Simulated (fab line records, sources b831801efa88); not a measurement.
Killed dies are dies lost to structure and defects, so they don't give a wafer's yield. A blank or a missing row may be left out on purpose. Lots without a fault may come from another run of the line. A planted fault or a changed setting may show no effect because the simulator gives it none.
A struck lot beside a sound one | flow gf180mcu | 14 steps out of a route of 602
Sound: wafers L492.1, L492.3, L492.4. Struck: wafers L504.2, L504.3, L504.5. The cause comes at the end.
At each step with rows: each side's tool, then ch and its chambers, then its first start. Under that, the readings that differ: sound wafers | struck wafers | difference of the means | sigmas: that difference in standard deviations of wafers without a fault.
alike: readings whose means differ by less than 2 such deviations, and words and numbers that are the same on both sides. not compared: withheld readings, readings that some wafer has no value for, bounds like >300 that may hide the same value, and numbers for which the record gives no deviation and whose values overlap.
The two part at a step that has a row with sigmas, a row that says differs or no value, or rows on one side only. Numbers that don't overlap but have no deviation are shown without sigmas and don't part them. A reading that every wafer of one side lacks parts them only if that side has two wafers or more.

first, 1 step without rows for these wafers: GF_V4_CVD_00 (deposits SiO2, target thk 600 nm, time 100 s).
GF_V4_THK_MEAS_01:
  sound on film_metro-01, day 23 09:03; struck on film_metro-01, day 27 14:25
  alike: V4_CVD_00_THK
GF_V4_CVD_02: deposits SiO2 from TEOS, target thk 850 nm, time 94.851 s.
  sound on pecvd-03 ch 0,1, day 23 09:07; struck on pecvd-03 ch 0,1,2, day 27 14:28
  alike: heater_power_w
GF_V4_THK_MEAS_03:
  sound on film_metro-02, day 23 09:11; struck on film_metro-02, day 27 14:32
  alike: V4_CVD_02_THK
GF_V4_CMP_04: polishes SiO2.
  sound on cmp-01 ch 0,2,3, day 23 09:22; struck on cmp-01 ch 0,2, day 27 14:35
  alike: edge_zone_pressure_frac, motor_current_A, time_to_endpoint_s
GF_V4_BOW_MEAS_05:
  sound on film_metro-04, day 23 09:37; struck on film_metro-01, day 27 14:55
  alike: V4_BOW
then, 6 steps without rows for these wafers: GF_V4_DEHYDRATE_06 (time 60 s); GF_V4_HMDS_07 (prime time 60 s); GF_V4_COAT_08; GF_V4_COAT_09 (resist thk 1000 nm); GF_V4_SOFTBAKE_10 (time 60 s); GF_V4_EXPOSE_11 (exposes mask Via4, target cd 260 nm).
GF_V4_PEB_12: peb time 87.29 s.
  sound on litho_track-01 ch 0, day 24 07:38; struck on litho_track-03, day 28 09:37
  no value came back on the struck wafers for chill_plate_temp_C (C), exhaust_pa (Pa); on the sound wafers chill_plate_temp_C (C) reads 22.94 22.94 22.98
then, 1 step without rows for these wafers: GF_V4_DEVELOP_13 (develop time 60 s).

WHERE THEY PART
Only at GF_V4_PEB_12, within this record.

WHY: what the simulator had put in
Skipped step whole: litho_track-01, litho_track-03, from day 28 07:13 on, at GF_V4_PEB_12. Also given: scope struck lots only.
